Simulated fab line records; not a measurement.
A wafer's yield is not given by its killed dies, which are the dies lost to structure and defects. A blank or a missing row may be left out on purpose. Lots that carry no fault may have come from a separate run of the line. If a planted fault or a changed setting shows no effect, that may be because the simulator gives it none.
fab line records ; flow gf180mcu
record: lots: 5; wafers: 15; lastDay: 34
route steps=602 shown M3@419 V3@429
lots with no fault: from the same line, run without faults
startH: hours from the record's first day to the start of the lot's first wafer shown ; waitH: how many hours have passed since the lot's step before this one ; " same as the row above ; L1.1+2: a row that stands for several wafers ; - either no value or no given start ; * or withheld: withheld ; < > ~ a bound
route shown NAME@n: NAME is a module with steps in the file, n the number in the route of the first one ; usual: average and standard deviation across the fault-free wafers ; same: alike in all rows ; chamber/n: place in a boat ; sites: the reading at each site ; _std_site: the standard deviation of these ; _edge_site: inner sites' mean taken away from outer sites' mean ; radiusMm: for every site, how far away it sits from the centre of the wafer ; mask NAME#n: copy n ; behind: tool/chamber where the wafer was last shaped ; hold: the reason the lot was held/the length of the hold in hours/how it ended ; device: which transistor (n, p or np) failed to switch ; end of line: at the end of the route, the tests of the same wafers ; where a step has no rows: the recipe by itself ; killed: at the first sort, the dies lost to defects and structure; wafer yield is something else ; map: per-die view of a wafer (x killed, . not killed, _ where there is no die)
set.NAME: the run value of the setting; set.NAME@STEP: its run value at that earlier step ; model.NAME: the simulator's own value behind a step, which no gauge read
lots at some steps of the route; a table a step, a row a wafer
services: when a tool's chamber went out of use (startH, in hours from the record's first day, below 0 if earlier), for how many hours, and the reason
== steps ==
step: GF_M3_SOFTBAKE_10
recipe: tempC: 130; timeS: 60; resist: KrF
usual: chillPlateTempC: 23.01/0.1; plateTempC: 129.99/0.12
lot.wafer;tool;chamber;startH;waitH;chillPlateTempC;plateTempC
L075.1;lithoTrack-03;0;482.64;0.1;23.11;129.93
L075.2;lithoTrack-03;0;482.64;0.1;23.13;130.23
L075.6;lithoTrack-03;0;482.64;0.1;23.16;130.02
L078.2;lithoTrack-02;0;511.65;0.1;23.11;129.90
L078.5;lithoTrack-02;0;511.65;0.1;22.86;130.11
L078.6;lithoTrack-02;0;511.65;0.1;22.97;129.95
L081.1;lithoTrack-02;0;536.73;0.1;23.28;129.90
L081.2;lithoTrack-02;0;536.73;0.1;23.15;129.82
L081.6;lithoTrack-02;0;536.73;0.1;23.15;129.85
L092.4;lithoTrack-01;0;623.34;0.1;23.08;130.04
L092.5;lithoTrack-01;0;623.34;0.1;23.06;129.94
L092.6;lithoTrack-01;0;623.34;0.1;22.85;130.02
L096.2;lithoTrack-02;0;650.15;0.1;22.86;129.96
L096.4;lithoTrack-02;0;650.15;0.1;23.03;130.13
L096.5;lithoTrack-02;0;650.15;0.1;23.04;129.98
step: GF_M3_EXPOSE_11
recipe: maskId: Metal3; targetCdNm: 280; na: 0.68; sourceShape: conventional; sigmaOuter: 0.6; doseMj: 28
usual: focusOffsetNm: 0.0/0.57
lot.wafer;tool;chamber;startH;waitH;mask;focusOffsetNm
L075.1;krfScanner-01;0;-;-;Metal3#0;0.0
L075.2;krfScanner-01;0;-;-;Metal3#0;-0.2
L075.6;krfScanner-01;0;-;-;Metal3#0;-0.1
L078.2;krfScanner-02;0;-;-;Metal3#0;0.2
L078.5;krfScanner-02;0;-;-;Metal3#0;0.1
L078.6;krfScanner-02;0;-;-;Metal3#0;0.6
L081.1;krfScanner-02;0;-;-;Metal3#0;0.4
L081.2;krfScanner-02;0;-;-;Metal3#0;-0.4
L081.6;krfScanner-02;0;-;-;Metal3#0;0.4
L092.4;krfScanner-02;0;-;-;Metal3#0;0.7
L092.5;krfScanner-02;0;-;-;Metal3#0;0.1
L092.6;krfScanner-02;0;-;-;Metal3#0;1.0
L096.2;krfScanner-02;0;-;-;Metal3#0;0.2
L096.4;krfScanner-02;0;-;-;Metal3#0;-0.3
L096.5;krfScanner-02;0;-;-;Metal3#0;0.4
step: GF_M3_PEB_12
recipe: pebTempC: 135; pebTimeS: 90; resist: KrF
usual: chillPlateTempC: 23.00/0.11; plateTempC: 135.02/0.13
lot.wafer;tool;chamber;startH;waitH;chillPlateTempC;plateTempC
L075.1;lithoTrack-03;0;-;-;22.93;135.07
L075.2;lithoTrack-03;0;-;-;23.14;135.10
L075.6;lithoTrack-03;0;-;-;23.15;135.14
L078.2;lithoTrack-02;0;-;-;23.05;135.21
L078.5;lithoTrack-02;0;-;-;22.96;135.02
L078.6;lithoTrack-02;0;-;-;23.10;134.99
L081.1;lithoTrack-03;0;-;-;23.07;134.97
L081.2;lithoTrack-03;0;-;-;22.93;135.24
L081.6;lithoTrack-03;0;-;-;22.99;134.95
L092.4;lithoTrack-02;0;-;-;23.14;134.85
L092.5;lithoTrack-02;0;-;-;23.09;134.85
L092.6;lithoTrack-02;0;-;-;22.96;134.79
L096.2;lithoTrack-02;0;-;-;22.98;134.94
L096.4;lithoTrack-02;0;-;-;22.98;135.03
L096.5;lithoTrack-02;0;-;-;23.08;135.00
step: GF_M3_DEVELOP_13
recipe: developTimeS: 60; devTempC: 21
usual: chillPlateTempC: 22.98/0.11
lot.wafer;tool;chamber;startH;waitH;chillPlateTempC
L075.1;lithoTrack-03;0;494.44;0.2;23.24
L075.2;lithoTrack-03;0;494.44;0.2;23.13
L075.6;lithoTrack-03;0;494.44;0.2;23.22
L078.2;lithoTrack-02;0;522.35;0.2;23.10
L078.5;lithoTrack-02;0;522.35;0.2;22.99
L078.6;lithoTrack-02;0;522.35;0.2;23.05
L081.1;lithoTrack-03;0;547.44;0.2;23.05
L081.2;lithoTrack-03;0;547.44;0.2;23.07
L081.6;lithoTrack-03;0;547.44;0.2;23.16
L092.4;lithoTrack-02;0;633.45;0.1;23.13
L092.5;lithoTrack-02;0;633.45;0.1;22.91
L092.6;lithoTrack-02;0;633.45;0.1;23.13
L096.2;lithoTrack-02;0;659.65;0.2;22.91
L096.4;lithoTrack-02;0;659.65;0.2;22.95
L096.5;lithoTrack-02;0;659.65;0.2;22.91
step: GF_M3_CD_MEAS_14
recipe: targetCdNm: 280
usual: cdNm: 280.2/1.3
lot.wafer;tool;chamber;startH;waitH;cdNm
L075.1;cdSem-01;-;494.59;0.1;280.0
L075.2;cdSem-01;-;494.59;0.1;281.1
L075.6;cdSem-01;-;494.59;0.1;280.1
L078.2;cdSem-02;-;522.50;0.1;282.0
L078.5;cdSem-02;-;522.50;0.1;280.6
L078.6;cdSem-02;-;522.50;0.1;281.7
L081.1;cdSem-02;-;547.59;0.1;279.4
L081.2;cdSem-02;-;547.59;0.1;280.4
L081.6;cdSem-02;-;547.59;0.1;279.4
L092.4;cdSem-02;-;633.59;0.1;280.4
L092.5;cdSem-02;-;633.59;0.1;281.0
L092.6;cdSem-02;-;633.59;0.1;281.9
L096.2;cdSem-02;-;659.80;0.1;280.8
L096.4;cdSem-02;-;659.80;0.1;281.7
L096.5;cdSem-02;-;659.80;0.1;281.8
step: GF_M3_OVL_MEAS_15
usual: M3_OVL: 1/6.4
lot.wafer;tool;chamber;startH;waitH;M3_OVL[nm]
L075.1;overlay-02;-;494.71;0.1;6
L075.2;overlay-02;-;494.71;0.1;10
L075.6;overlay-02;-;494.71;0.1;5
L078.2;overlay-01;-;522.60;0.1;0
L078.5;overlay-01;-;522.60;0.1;0
L078.6;overlay-01;-;522.60;0.1;0
L081.1;overlay-02;-;547.71;0.1;10
L081.2;overlay-02;-;547.71;0.1;3
L081.6;overlay-02;-;547.71;0.1;3
L092.4;overlay-01;-;633.66;0.1;7
L092.5;overlay-01;-;633.66;0.1;1
L092.6;overlay-01;-;633.66;0.1;3
L096.2;overlay-01;-;659.90;0.1;-7
L096.4;overlay-01;-;659.90;0.1;-7
L096.5;overlay-01;-;659.90;0.1;-5
step: GF_M3_METAL_ETCH_16
recipe: chemistry: Cl2/BCl3; maskMaterial: KrF; targetDepthNm: 750.8; stopOn: SiO2; pressureMtorr: 8; icpW: 800; biasW: 140; Cl2_flow_sccm: 80; bcl3FlowSccm: 40; timeS: 125.1
usual: biasW: 140.1/0.49; drypumpMotorCurrentA: 5.60/0.25; oesProductAu: 0.989/0.0056; throttleValvePct: 28.230/0.0095
lot.wafer;tool;chamber;startH;waitH;biasW;drypumpMotorCurrentA;oesProductAu;rfHoursCounterH;throttleValvePct
L075.1;rieMetal-02;0;494.75;0.0;139.9;5.89;0.993;0;28.227
L075.2;rieMetal-02;1;494.75;0.0;139.8;5.87;0.982;10;28.239
L075.6;rieMetal-02;0;494.75;0.0;140.1;5.85;0.989;-;28.235
L078.2;rieMetal-04;1;522.63;0.0;140.8;5.23;0.991;5;28.237
L078.5;rieMetal-04;0;522.63;0.0;139.5;5.45;0.994;-;28.224
L078.6;rieMetal-04;1;522.63;0.0;140.6;5.21;0.991;-;28.237
L081.1;rieMetal-04;1;547.75;0.0;140.2;5.23;0.994;6;28.227
L081.2;rieMetal-04;0;547.75;0.0;139.9;5.45;0.994;9;28.231
L081.6;rieMetal-04;1;547.75;0.0;140.4;5.23;0.991;-;28.232
L092.4;rieMetal-02;1;633.73;0.1;139.9;5.89;0.994;-;28.231
L092.5;rieMetal-02;1;633.73;0.1;139.7;5.90;0.988;-;28.223
L092.6;rieMetal-02;0;633.73;0.1;140.3;5.87;0.983;-;28.249
L096.2;rieMetal-02;0;659.93;0.0;140.0;5.86;0.980;8;28.236
L096.4;rieMetal-02;1;659.93;0.0;140.2;5.91;0.994;-;28.223
L096.5;rieMetal-02;0;659.93;0.0;140.4;5.85;0.985;-;28.241
step: GF_M3_STRIP_17
recipe: chemistry: O2/N2; powerW: 1400; pressureMtorr: 1500; platenTempC: 250; o2FlowSccm: 3000; n2FlowSccm: 300; overashFraction: 0.5
usual: drypumpMotorCurrentA: 6.0/0.46; heaterPowerW: 321/50; n2FlowSccm: 300.2/0.8; o2FlowSccm: 3001/9.4; oesProductAu: 0.537/0.0048; stripTimeToEndpointS: 7.39/0.046
lot.wafer;tool;chamber;startH;waitH;drypumpMotorCurrentA;heaterPowerW;n2FlowSccm;o2FlowSccm;oesProductAu;rfHoursCounterH;stripTimeToEndpointS
L075.1;plasmaAsher-04;1;494.88;0.1;5.4;286;299.8;2994;0.543;66;7.37
L075.2;plasmaAsher-04;0;494.88;0.1;6.5;296;300.9;2992;0.548;66;7.43
L075.6;plasmaAsher-04;0;494.88;0.1;6.5;296;300.1;3006;0.538;-;7.38
L078.2;plasmaAsher-02;1;522.76;0.1;5.5;300;298.9;2989;0.532;42;7.30
L078.5;plasmaAsher-02;0;522.76;0.1;6.2;312;300.5;2987;0.538;-;7.37
L078.6;plasmaAsher-02;1;522.76;0.1;5.5;297;300.6;3008;0.538;-;7.32
L081.1;plasmaAsher-03;0;547.87;0.1;6.0;443;300.5;3009;0.534;96;7.37
L081.2;plasmaAsher-03;1;547.87;0.1;6.5;342;300.5;3020;0.536;96;7.32
L081.6;plasmaAsher-03;1;547.87;0.1;6.5;328;300.8;3029;0.536;-;7.39
L092.4;plasmaAsher-03;1;633.84;0.1;6.5;333;299.8;3000;0.529;-;7.36
L092.5;plasmaAsher-03;0;633.84;0.1;5.9;438;298.8;3018;0.540;-;7.42
L092.6;plasmaAsher-03;1;633.84;0.1;6.5;331;300.3;2996;0.535;-;7.45
L096.2;plasmaAsher-04;0;660.06;0.1;6.5;299;300.4;3004;0.539;82;7.40
L096.4;plasmaAsher-04;0;660.06;0.1;6.5;292;299.3;3002;0.541;-;7.37
L096.5;plasmaAsher-04;1;660.06;0.1;5.4;284;300.3;2990;0.539;-;7.41
step: GF_M3_STRIP_18
recipe: chemistry: postEtchResidueRemover; timeS: 1200; tempC: 72.5
usual: tempC: 72.53/0.1
lot.wafer;tool;chamber;startH;waitH;tempC
L075.1;wetBench-03;2;494.98;0.1;72.54
L075.2;wetBench-03;2;494.98;0.1;72.52
L075.6;wetBench-03;2;494.98;0.1;72.52
L078.2;wetBench-02;2;522.86;0.1;72.38
L078.5;wetBench-02;2;522.86;0.1;72.48
L078.6;wetBench-02;2;522.86;0.1;72.62
L081.1;wetBench-02;1;547.97;0.1;72.59
L081.2;wetBench-02;1;547.97;0.1;72.60
L081.6;wetBench-02;1;547.97;0.1;72.64
L092.4;wetBench-03;1;633.91;0.0;72.58
L092.5;wetBench-03;1;633.91;0.0;72.63
L092.6;wetBench-03;1;633.91;0.0;72.65
L096.2;wetBench-03;1;660.16;0.1;72.63
L096.4;wetBench-03;1;660.16;0.1;72.42
L096.5;wetBench-03;1;660.16;0.1;72.20
step: GF_M3_CLEAN_19
recipe: chemistry: DIW; dry: n2Spin
lot.wafer;tool;chamber;startH;waitH
L075.1+2+6;wetBench-02;3;495.32;0.0
L078.2+5+6;wetBench-04;2;523.24;0.0
L081.1+2+6;wetBench-03;1;548.32;0.0
L092.4+5+6;wetBench-02;1;634.25;0.0
L096.2+4+5;wetBench-02;3;660.50;0.0
step: GF_V3_CVD_00
recipe: material: SiO2; targetThkNm: 600; sigmaOpenFrac: 0.3; tempC: 400; timeS: 100; sih4FlowSccm: 60; pressureMtorr: 6
lot.wafer;tool;chamber;startH;waitH
L075.1+2+6;hdpcvd-02;2,1,2;495.41;0.0
L078.2+5+6;hdpcvd-01;1,2,1;523.33;0.0
L081.1+2+6;hdpcvd-02;0,1,2;548.42;0.0
L092.4+5+6;hdpcvd-01;1,2,0;634.38;0.0
L096.2+4+5;hdpcvd-02;1,1,0;660.59;0.0
step: GF_V3_THK_MEAS_01
recipe: reads: SiO2_of_V3_CVD_00
usual: V3_CVD_00_THK: 600/4.8
lot.wafer;tool;chamber;startH;waitH;V3_CVD_00_THK[nm]
L075.1;filmMetro-01;-;495.48;0.0;600
L075.2;filmMetro-01;-;495.48;0.0;600
L075.6;filmMetro-01;-;495.48;0.0;598
L078.2;filmMetro-01;-;523.41;0.0;600
L078.5;filmMetro-01;-;523.41;0.0;604
L078.6;filmMetro-01;-;523.41;0.0;610
L081.1;filmMetro-03;-;548.49;0.0;599
L081.2;filmMetro-03;-;548.49;0.0;605
L081.6;filmMetro-03;-;548.49;0.0;595
L092.4;filmMetro-03;-;634.45;0.0;604
L092.5;filmMetro-03;-;634.45;0.0;604
L092.6;filmMetro-03;-;634.45;0.0;613
L096.2;filmMetro-02;-;660.68;0.0;596
L096.4;filmMetro-02;-;660.68;0.0;594
L096.5;filmMetro-02;-;660.68;0.0;601
step: GF_V3_CVD_02
recipe: material: SiO2; targetThkNm: 850; precursor: TEOS; tempC: 400; timeS: 94.851; rfW: 600
usual: heaterPowerW: 667/160
lot.wafer;tool;chamber;startH;waitH;heaterPowerW
L075.1;pecvd-01;2;495.54;0.1;456
L075.2;pecvd-01;1;495.54;0.1;906
L075.6;pecvd-01;2;495.54;0.1;362
L078.2;pecvd-01;1;523.46;0.0;988
L078.5;pecvd-01;1;523.46;0.0;748
L078.6;pecvd-01;0;523.46;0.0;538
L081.1;pecvd-01;2;548.55;0.1;472
L081.2;pecvd-01;1;548.55;0.1;932
L081.6;pecvd-01;2;548.55;0.1;359
L092.4;pecvd-03;0;634.51;0.1;662
L092.5;pecvd-03;1;634.51;0.1;781
L092.6;pecvd-03;2;634.51;0.1;740
L096.2;pecvd-01;0;660.73;0.0;574
L096.4;pecvd-01;2;660.73;0.0;448
L096.5;pecvd-01;1;660.73;0.0;879
step: GF_V3_THK_MEAS_03
recipe: reads: SiO2_of_V3_CVD_02
usual: V3_CVD_02_THK: 846/11
lot.wafer;tool;chamber;startH;waitH;V3_CVD_02_THK[nm]
L075.1;filmMetro-01;-;495.61;0.0;841
L075.2;filmMetro-01;-;495.61;0.0;838
L075.6;filmMetro-01;-;495.61;0.0;859
L078.2;filmMetro-03;-;523.54;0.0;852
L078.5;filmMetro-03;-;523.54;0.0;855
L078.6;filmMetro-03;-;523.54;0.0;853
L081.1;filmMetro-02;-;548.62;0.0;854
L081.2;filmMetro-02;-;548.62;0.0;849
L081.6;filmMetro-02;-;548.62;0.0;862
L092.4;filmMetro-02;-;634.58;0.0;834
L092.5;filmMetro-02;-;634.58;0.0;844
L092.6;filmMetro-02;-;634.58;0.0;842
L096.2;filmMetro-03;-;660.81;0.0;839
L096.4;filmMetro-03;-;660.81;0.0;840
L096.5;filmMetro-03;-;660.81;0.0;868
step: GF_V3_CMP_04
recipe: material: SiO2; downForcePsi: 4; platenRpm: 60; padVelocityMS: 0.94248
usual: motorCurrentA: 11.6/1.4; timeToEndpointS: 79/5.4
lot.wafer;tool;chamber;startH;waitH;motorCurrentA;timeToEndpointS
L075.1;cmp-02;1;495.67;0.1;9.2;78
L075.2;cmp-02;3;495.67;0.1;11.5;77
L075.6;cmp-02;2;495.67;0.1;10.8;84
L078.2;cmp-01;2;523.69;0.1;12.4;83
L078.5;cmp-01;0;523.69;0.1;10.8;83
L078.6;cmp-01;1;523.69;0.1;11.9;80
L081.1;cmp-02;2;548.73;0.1;10.8;82
L081.2;cmp-02;3;548.73;0.1;11.3;81
L081.6;cmp-02;2;548.73;0.1;11.0;86
L092.4;cmp-02;0;634.76;0.2;12.5;72
L092.5;cmp-02;1;634.76;0.2;9.3;79
L092.6;cmp-02;2;634.76;0.2;10.6;77
L096.4;cmp-01;3;660.86;0.0;14.3;82
L096.2;cmp-01;0;660.86;0.0;11.0;81
L096.5;cmp-01;0;660.86;0.0;11.5;92
step: GF_V3_BOW_MEAS_05
recipe: mode: bow
usual: V3_BOW: 119/7.5
lot.wafer;tool;chamber;startH;waitH;V3_BOW[um]
L075.1;filmMetro-03;-;495.97;0.2;115
L075.2;filmMetro-03;-;495.97;0.2;115
L075.6;filmMetro-03;-;495.97;0.2;124
L078.2;filmMetro-02;-;523.91;0.2;114
L078.5;filmMetro-02;-;523.91;0.2;121
L078.6;filmMetro-02;-;523.91;0.2;128
L081.1;filmMetro-01;-;548.98;0.2;128
L081.2;filmMetro-01;-;548.98;0.2;113
L081.6;filmMetro-01;-;548.98;0.2;118
L092.4;filmMetro-03;-;634.97;0.2;131
L092.5;filmMetro-03;-;634.97;0.2;128
L092.6;filmMetro-03;-;634.97;0.2;115
L096.2;filmMetro-02;-;661.18;0.2;117
L096.4;filmMetro-02;-;661.18;0.2;113
L096.5;filmMetro-02;-;661.18;0.2;129
step: GF_V3_DEHYDRATE_06
recipe: tempC: 200; timeS: 60
usual: chillPlateTempC: 22.99/0.084; plateTempC: 200.01/0.13
lot.wafer;tool;chamber;startH;waitH;chillPlateTempC;plateTempC
L075.1;lithoTrack-04;0;507.31;11.3;22.97;200.09
L075.2;lithoTrack-04;0;507.31;11.3;23.02;200.09
L075.6;lithoTrack-04;0;507.31;11.3;22.86;199.74
L078.2;lithoTrack-03;0;534.56;10.6;22.95;200.06
L078.5;lithoTrack-03;0;534.56;10.6;23.05;199.98
L078.6;lithoTrack-03;0;534.56;10.6;23.08;200.06
L081.1;lithoTrack-03;0;559.09;10.1;22.97;200.02
L081.2;lithoTrack-03;0;559.09;10.1;23.08;200.27
L081.6;lithoTrack-03;0;559.09;10.1;23.03;200.12
L092.4;lithoTrack-04;0;644.58;9.6;22.85;199.94
L092.5;lithoTrack-04;0;644.58;9.6;23.06;199.86
L092.6;lithoTrack-04;0;644.58;9.6;22.93;200.00
L096.2;lithoTrack-04;0;670.78;9.6;22.99;200.02
L096.4;lithoTrack-04;0;670.78;9.6;22.90;200.17
L096.5;lithoTrack-04;0;670.78;9.6;22.93;199.88
step: GF_V3_HMDS_07
recipe: primeTimeS: 60; primeTempC: 120
usual: chillPlateTempC: 22.98/0.1
lot.wafer;tool;chamber;startH;waitH;chillPlateTempC
L075.1;lithoTrack-04;0;507.46;0.1;23.01
L075.2;lithoTrack-04;0;507.46;0.1;23.01
L075.6;lithoTrack-04;0;507.46;0.1;22.99
L078.2;lithoTrack-03;0;534.71;0.1;22.99
L078.5;lithoTrack-03;0;534.71;0.1;22.88
L078.6;lithoTrack-03;0;534.71;0.1;22.99
L081.1;lithoTrack-03;0;559.24;0.1;22.93
L081.2;lithoTrack-03;0;559.24;0.1;22.96
L081.6;lithoTrack-03;0;559.24;0.1;22.96
L092.4;lithoTrack-04;0;644.73;0.1;22.90
L092.5;lithoTrack-04;0;644.73;0.1;22.88
L092.6;lithoTrack-04;0;644.73;0.1;22.90
L096.2;lithoTrack-04;0;670.93;0.1;22.94
L096.4;lithoTrack-04;0;670.93;0.1;22.99
L096.5;lithoTrack-04;0;670.93;0.1;23.05
step: GF_V3_COAT_08
recipe: resist: BARC; tempC: withheld; timeS: withheld; spinRpm: withheld; resistThkNm: withheld
usual: chillPlateTempC: *; dispensePressureKPa: 51/3.3
lot.wafer;tool;chamber;startH;waitH;chillPlateTempC;dispensePressureKPa
L075.1;lithoTrack-04;0;507.61;0.1;*;55
L075.2;lithoTrack-04;0;507.61;0.1;*;55
L075.6;lithoTrack-04;0;507.61;0.1;*;55
L078.2;lithoTrack-03;0;534.86;0.1;*;50
L078.5;lithoTrack-03;0;534.86;0.1;*;50
L078.6;lithoTrack-03;0;534.86;0.1;*;50
L081.1;lithoTrack-03;0;559.39;0.1;*;50
L081.2;lithoTrack-03;0;559.39;0.1;*;50
L081.6;lithoTrack-03;0;559.39;0.1;*;50
L092.4;lithoTrack-04;0;644.88;0.1;*;55
L092.5;lithoTrack-04;0;644.88;0.1;*;55
L092.6;lithoTrack-04;0;644.88;0.1;*;55
L096.2;lithoTrack-04;0;671.08;0.1;*;55
L096.4;lithoTrack-04;0;671.08;0.1;*;55
L096.5;lithoTrack-04;0;671.08;0.1;*;55
step: GF_V3_COAT_09
recipe: resist: KrF; spinRpm: withheld; resistThkNm: 1000
usual: chillPlateTempC: 22.98/0.11; dispensePressureKPa: 51/3.3
lot.wafer;tool;chamber;startH;waitH;chillPlateTempC;dispensePressureKPa
L075.1;lithoTrack-04;0;-;-;23.03;55
L075.2;lithoTrack-04;0;-;-;23.03;55
L075.6;lithoTrack-04;0;-;-;23.00;55
L078.2;lithoTrack-03;0;-;-;22.96;50
L078.5;lithoTrack-03;0;-;-;22.97;50
L078.6;lithoTrack-03;0;-;-;23.01;50
L081.1;lithoTrack-03;0;-;-;22.91;50
L081.2;lithoTrack-03;0;-;-;22.88;50
L081.6;lithoTrack-03;0;-;-;22.90;50
L092.4;lithoTrack-04;0;-;-;22.96;55
L092.5;lithoTrack-04;0;-;-;23.01;55
L092.6;lithoTrack-04;0;-;-;23.00;55
L096.2;lithoTrack-04;0;-;-;22.83;55
L096.4;lithoTrack-04;0;-;-;22.72;55
L096.5;lithoTrack-04;0;-;-;22.92;55
step: GF_V3_SOFTBAKE_10
recipe: tempC: 130; timeS: 60; resist: KrF
usual: chillPlateTempC: 23.00/0.099; plateTempC: 129.97/0.13
lot.wafer;tool;chamber;startH;waitH;chillPlateTempC;plateTempC
L075.1;lithoTrack-04;0;-;-;23.16;130.15
L075.2;lithoTrack-04;0;-;-;22.98;130.05
L075.6;lithoTrack-04;0;-;-;23.08;130.07
L078.2;lithoTrack-03;0;-;-;23.03;129.93
L078.5;lithoTrack-03;0;-;-;23.18;129.86
L078.6;lithoTrack-03;0;-;-;22.96;129.85
L081.1;lithoTrack-03;0;-;-;22.92;130.05
L081.2;lithoTrack-03;0;-;-;23.05;129.76
L081.6;lithoTrack-03;0;-;-;22.99;130.08
L092.4;lithoTrack-04;0;-;-;23.16;130.01
L092.5;lithoTrack-04;0;-;-;23.08;130.07
L092.6;lithoTrack-04;0;-;-;23.09;129.82
L096.2;lithoTrack-04;0;-;-;22.91;130.21
L096.4;lithoTrack-04;0;-;-;23.04;129.76
L096.5;lithoTrack-04;0;-;-;23.08;129.98
step: GF_V3_EXPOSE_11
recipe: maskId: Via3; targetCdNm: 260; na: 0.68; sourceShape: conventional; sigmaOuter: 0.6; doseMj: 38
usual: focusOffsetNm: 0.0/0.62
lot.wafer;tool;chamber;startH;waitH;mask;focusOffsetNm
L075.1;krfScanner-02;0;-;-;Via3#0;0.1
L075.2;krfScanner-02;0;-;-;Via3#0;0.1
L075.6;krfScanner-02;0;-;-;Via3#0;0.1
L078.2;krfScanner-02;0;-;-;Via3#0;0.6
L078.5;krfScanner-02;0;-;-;Via3#0;0.3
L078.6;krfScanner-02;0;-;-;Via3#0;-0.4
L081.1;krfScanner-02;0;-;-;Via3#0;-0.3
L081.2;krfScanner-02;0;-;-;Via3#0;0.2
L081.6;krfScanner-02;0;-;-;Via3#0;-0.3
L092.4;krfScanner-01;0;-;-;Via3#0;1.4
L092.5;krfScanner-01;0;-;-;Via3#0;-1.2
L092.6;krfScanner-01;0;-;-;Via3#0;-0.3
L096.2;krfScanner-02;0;-;-;Via3#0;-0.1
L096.4;krfScanner-02;0;-;-;Via3#0;1.1
L096.5;krfScanner-02;0;-;-;Via3#0;0.0
== services ==
tool;chamber;startH;hours;kind
krfScanner-02;-;468.33;1.0;pm
plasmaAsher-04;-;480.31;2.8;pm
pecvd-01;-;486.15;5.3;repair
cmp-01;-;486.87;0.6;repair
krfScanner-02;-;493.36;0.8;pm
krfScanner-02;-;503.89;1.3;pm
rieMetal-02;1;516.55;48.8;repair
cmp-02;-;520.70;6.5;pm
cmp-02;-;527.49;10.8;pm
wetBench-02;-;529.69;4.3;repair
cmp-02;-;538.98;1.6;repair
rieMetal-02;-;541.78;2.8;pm
krfScanner-02;-;566.90;2.2;repair
cmp-02;-;572.25;4.0;pm
pecvd-01;-;576.49;1.8;repair
cmp-02;-;590.29;1.5;repair
pecvd-01;0;590.83;5.3;repair
cmp-02;-;620.96;1.1;repair
krfScanner-02;-;632.28;2.3;repair
krfScanner-02;-;637.30;1.0;pm
krfScanner-02;-;641.39;0.3;repair
krfScanner-02;-;651.13;4.4;pm
cmp-02;-;655.86;0.8;repair
rieMetal-02;1;667.17;4.8;repair
== key ==
fault none
